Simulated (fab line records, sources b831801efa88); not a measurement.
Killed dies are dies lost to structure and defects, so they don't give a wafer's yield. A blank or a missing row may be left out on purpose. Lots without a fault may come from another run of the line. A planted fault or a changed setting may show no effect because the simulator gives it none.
A struck lot beside a sound one | flow gf180mcu | 15 steps out of a route of 602
Sound: wafers L145.2, L145.5, L145.6. Struck: wafers L137.1, L137.2, L137.6. The cause comes at the end.
At each step with rows: each side's tool, then ch and its chambers, then its first start. Under that, the readings that differ: sound wafers | struck wafers | difference of the means | sigmas: that difference in standard deviations of wafers without a fault.
alike: readings whose means differ by less than 2 such deviations, and words and numbers that are the same on both sides. not compared: withheld readings, readings that some wafer has no value for, bounds like >300 that may hide the same value, and numbers for which the record gives no deviation and whose values overlap.
The two part at a step that has a row with sigmas, a row that says differs or no value, or rows on one side only. Numbers that don't overlap but have no deviation are shown without sigmas and don't part them. A reading that every wafer of one side lacks parts them only if that side has two wafers or more.

GF_V5_BOW_MEAS_05:
  sound on film_metro-02, day 32 06:36; struck on film_metro-03, day 29 22:22
  alike: V5_BOW
then, 8 steps without rows for these wafers: GF_V5_DEHYDRATE_06 (time 60 s); GF_V5_HMDS_07 (prime time 60 s); GF_V5_COAT_08; GF_V5_COAT_09 (resist thk 1000 nm); GF_V5_SOFTBAKE_10 (time 60 s); GF_V5_EXPOSE_11 (exposes mask Via5, target cd 260 nm); GF_V5_PEB_12 (peb time 90 s); GF_V5_DEVELOP_13 (develop time 60 s).
GF_V5_CD_MEAS_14: target cd 260 nm.
  sound on cd_sem-01, day 32 22:28; struck on cd_sem-01, day 30 16:32
  alike: cd_nm
GF_V5_OVL_MEAS_15:
  sound on overlay-01, day 32 22:34; struck on overlay-01, day 30 16:40
  alike: V5_OVL
GF_V5_ETCH_16: etches BARC in N2/H2.
  sound on rie_diel-04 ch 0,2,3, day 32 22:35; struck on rie_diel-04 ch 0,3, day 30 16:41
  alike: bias_w, chamber_pressure_mTorr, drypump_motor_current_A, oes_product_au, throttle_valve_pct
GF_V5_ETCH_17: etches SiO2 in C4F8/O2/Ar, stops on TiN, target depth 855 nm.
  sound on rie_diel-04 ch 0,2,3, day 32 22:00; struck on rie_diel-04 ch 0,3, day 30 16:00
  no value came back on the struck wafers for bias_w (W), chamber_pressure_mTorr (mTorr), oes_product_au (a.u.); on the sound wafers bias_w (W) reads 1198 1206 1198
GF_V5_STRIP_18: strips in O2/N2.
  sound on plasma_asher-03 ch 0,1, day 32 22:44; struck on plasma_asher-02 ch 0,1, day 30 16:51
  reading               | sound             | struck            | difference | sigmas
  oes_product_au (a.u.) | 0.575 0.565 0.565 | 0.668 0.668 0.669 | +0.100     | +22
  alike: drypump_motor_current_A, heater_power_w
  not compared: rf_hours_counter_h
then, 1 step without rows for these wafers: GF_V5_STRIP_19 (strips in post etch residue remover, time 1200 s).

WHERE THEY PART
First at GF_V5_ETCH_17; last, within this record, at GF_V5_STRIP_18.

WHY: what the simulator had put in
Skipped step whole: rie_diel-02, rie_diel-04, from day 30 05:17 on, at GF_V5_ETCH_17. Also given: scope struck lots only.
